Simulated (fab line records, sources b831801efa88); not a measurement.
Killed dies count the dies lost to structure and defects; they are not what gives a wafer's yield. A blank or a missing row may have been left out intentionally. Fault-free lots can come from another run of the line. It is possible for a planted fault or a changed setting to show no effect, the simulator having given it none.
Matching of chambers / flow sky130 / SKY_VIA1_CMP_24 on cmp-01: 4 sister chambers
The step polishes, stops on SiO2, t overpolish 15 s, target thk 0 nm. 7 wafers are shown with their chamber, then 6 later ones without.

WAFERS, EACH WITH ITS CHAMBER
wafer=L703.1; chamber=2; motorCurrentA (A)=11.1; timeToEndpointS (s)=67
wafer=L707.5; chamber=3; motorCurrentA (A)=9.4; timeToEndpointS (s)=62
wafer=L710.1; chamber=1; motorCurrentA (A)=10.3; timeToEndpointS (s)=64
wafer=L710.2; chamber=0; motorCurrentA (A)=9.5; timeToEndpointS (s)=66
wafer=L710.4; chamber=3; motorCurrentA (A)=9.6; timeToEndpointS (s)=64
wafer=L711.1; chamber=0; motorCurrentA (A)=9.3; timeToEndpointS (s)=68
wafer=L711.4; chamber=1; motorCurrentA (A)=10.4; timeToEndpointS (s)=61

WAFERS WITH NO CHAMBER GIVEN
wafer=L711.6; motorCurrentA (A)=9.5; timeToEndpointS (s)=57
wafer=L712.1; motorCurrentA (A)=9.5; timeToEndpointS (s)=64
wafer=L712.2; motorCurrentA (A)=8.7; timeToEndpointS (s)=66
wafer=L712.3; motorCurrentA (A)=11.3; timeToEndpointS (s)=64
wafer=L719.3; motorCurrentA (A)=10.3; timeToEndpointS (s)=63
wafer=L719.4; motorCurrentA (A)=10.8; timeToEndpointS (s)=65

THE CHAMBER EACH PASSED THROUGH
wafer=L711.6; from the rows above=3; in truth=3
wafer=L712.1; from the rows above=can't be placed: 3 or 0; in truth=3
wafer=L712.2; from the rows above=can't be placed: 0 or 3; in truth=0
wafer=L712.3; from the rows above=2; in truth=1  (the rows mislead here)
wafer=L719.3; from the rows above=1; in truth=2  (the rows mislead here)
wafer=L719.4; from the rows above=can't be placed: 2 or 1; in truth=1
Correctly placed: 1 of 6. From these rows, 3 cannot be placed; in 3 the true chamber is one of the candidates. Wrongly placed: 2.
How it was worked out, from the rows above alone: a wafer's distance from a chamber is the root of the sum, over the readings, of the square of ((its reading less the chamber's mean) divided by the reading's scatter). If the next closest chamber is less than 2 further off than the closest, the wafer can't be placed; otherwise it belongs to the closest. For every chamber, the mean is computed from those of its wafers that are shown. How the scatter is found: for the shown wafers, subtract from each reading the mean of its chamber, square and add these, divide the total by (wafers less chambers), then take the root.
